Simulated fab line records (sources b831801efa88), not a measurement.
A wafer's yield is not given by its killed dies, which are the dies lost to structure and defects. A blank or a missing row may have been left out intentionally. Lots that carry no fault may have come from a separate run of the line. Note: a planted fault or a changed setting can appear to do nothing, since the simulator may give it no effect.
Struck lot and sound lot, side by side | flow sky130 | 19 steps out of a route of 708
Sound: these wafers, L166.3, L166.5, L166.6. Wafers L175.1, L175.5, L175.6 were the ones struck. The cause is named last.
Per side, at each step with rows, come the tool, then ch with its chambers, and then its first start. Under that, the readings that differ: sound wafers | struck wafers | difference of the means | sigmas: that difference in standard deviations of wafers without a fault.
alike: words and numbers the same on both sides, and readings whose means are apart by under 2 such deviations; not compared: readings that were withheld, readings missing a value for some wafer, numbers with overlapping values and no deviation given by the record, and bounds like >300 which may hide the same value.
A row with sigmas, a row that says differs or no value, or rows on one side alone: a step with any of these is where the two part. Numbers that have no deviation but don't overlap get no sigmas and don't part them. A reading that every wafer of one side lacks parts them only if that side has two wafers or more.

first, 6 steps without rows for these wafers: SKY_VIA4_ETCH_12 (etches SiO2 in C4F8/O2/Ar, stops on TiN, target depth 580 nm); SKY_VIA4_STRIP_13 (strips in O2/N2); SKY_VIA4_STRIP_14 (strips in post etch residue remover, time 1200 s); SKY_VIA4_CLEAN_15 (cleans in IPA, time 180 s); SKY_VIA4_CLEAN_16 (cleans in O3/DIW); SKY_VIA4_SPUTTER_17 (material TiN, target thk 20 nm, time 80 s).
SKY_VIA4_CVD_18: deposits W, target thk 505 nm, time 152.14 s.
  sound on cvd-w-01 ch 0,1, day 45 04:20; struck on cvd-w-01 ch 0,1, day 47 09:29
  alike: heater-power-w
SKY_VIA4_RS_MEAS_19: the measuring method here is four-point-probe.
  struck on film-metro-01, day 47 09:38; sound on film-metro-03, day 45 04:28
  alike: VIA4_W_RS
SKY_VIA4_THK_MEAS_20: measures by xrf.
  struck on film-metro-01, day 47 09:45; sound on film-metro-03, day 45 04:34
  alike: VIA4_W_THK
then, 1 step without rows for these wafers: SKY_VIA4_CMP_21 (polishes, stops on SiO2, t overpolish 25 s, target thk 0 nm).
SKY_METAL5_SPUTTER_00: material Ti, target thk 15 nm, time 10 s.
  struck on pvd-sputter-03, day 47 10:19; sound on pvd-sputter-02, day 45 04:55
  alike: cathode-dc-power-W, chamber-pressure-pa, throttle-valve-pct
SKY_METAL5_SPUTTER_01: material TiN, target thk 20 nm, time 16.7 s.
  struck on pvd-sputter-03, day 47 10:20; sound on pvd-sputter-02, day 45 04:56
  alike: cathode-dc-power-W, chamber-pressure-pa, throttle-valve-pct
SKY_METAL5_SPUTTER_02: material AlCu, target thk 1150 nm, time 61.2 s.
  struck on pvd-sputter-03, day 47 10:22; sound on pvd-sputter-02, day 45 04:58
  no value came back on the struck wafers for cathode-dc-power-W (W), chamber-pressure-pa (Pa), throttle-valve-pct (%); on the sound wafers cathode-dc-power-W (W) reads 10602 10599 10602
SKY_METAL5_SPUTTER_03: material Ti, target thk 5 nm, time 3.3 s.
  struck on pvd-sputter-03, day 47 10:25; sound on pvd-sputter-02, day 45 05:01
  alike: cathode-dc-power-W, chamber-pressure-pa, throttle-valve-pct
SKY_METAL5_SPUTTER_04: material TiN, target thk 70 nm, time 58.3 s.
  struck on pvd-sputter-03, day 47 10:26; sound on pvd-sputter-02, day 45 05:02
  alike: cathode-dc-power-W, chamber-pressure-pa, throttle-valve-pct
SKY_METAL5_RS_MEAS_05: the measuring method here is four-point-probe.
  struck on film-metro-01, day 47 10:29; sound on film-metro-02, day 45 05:07
  reading                 | sound                   | struck             | difference | sigmas
  METAL5_ALCU_RS (ohm/sq) | 0.02744 0.02802 0.02718 | 8.661 8.726 8.7204 | +8.675     | +99 or more
SKY_METAL5_THK_MEAS_06: measures by xrf.
  struck on film-metro-01, day 47 10:36; sound on film-metro-02, day 45 05:13
  reading              | sound          | struck   | difference | sigmas
  METAL5_ALCU_THK (nm) | 1121 1102 1129 | <1 <1 <1 | differs    |
then, 1 step without rows for these wafers: SKY_METAL5_DEHYDRATE_07 (time 60 s).
-- the record jumps here: 2 days lie between the struck wafers' starts before and after (it left off in module METAL5 and takes up again in module PAD_OPEN, whose first step shown is number 708 of the route) --
SKY_PAD_OPEN_PROBE_99:
  struck on prober-02, day 49 21:12; sound on prober-02, day 47 21:43
  reading                  | sound          | struck         | difference | sigmas
  defect-limited-yield (%) | 84.3 84.1 81.5 | 0 0 0          | -83        | -38
  killed_at_M4_up          | 2 1 3          | 390 392 393    | +390       | +99 or more
  killed-dies              | 77 78 91       | 492 492 492    | +410       | +37
  killed-on-rim            | 19 20 13       | 96 96 96       | +79        | +23
  killed-open              | 44 32 53       | 55 63 59       | +16        | +2
  sort_bin_5_function (%)  | 9.1 11.0 9.8   | 91.1 92.5 91.3 | +81.7      | +48
  sort-n-pass              | 415 414 401    | 0 0 0          | -410       | -37
  sort-yield-pct (%)       | 84.3 84.1 81.5 | 0 0 0          | -83        | -38
  alike: killed_at_M0_to_M3, killed-at-contacts, killed-at-front-end, killed-at-other, killed-short, sort_bin_3_pad_short, sort_bin_6_memory

WHERE THEY PART
Earliest at SKY_METAL5_SPUTTER_02; latest, in this record, at SKY_PAD_OPEN_PROBE_99.

WHY: what the simulator had put in
Entire step skipped (pvd-sputter-03, SKY_METAL5_SPUTTER_02), from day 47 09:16 onward. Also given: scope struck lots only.
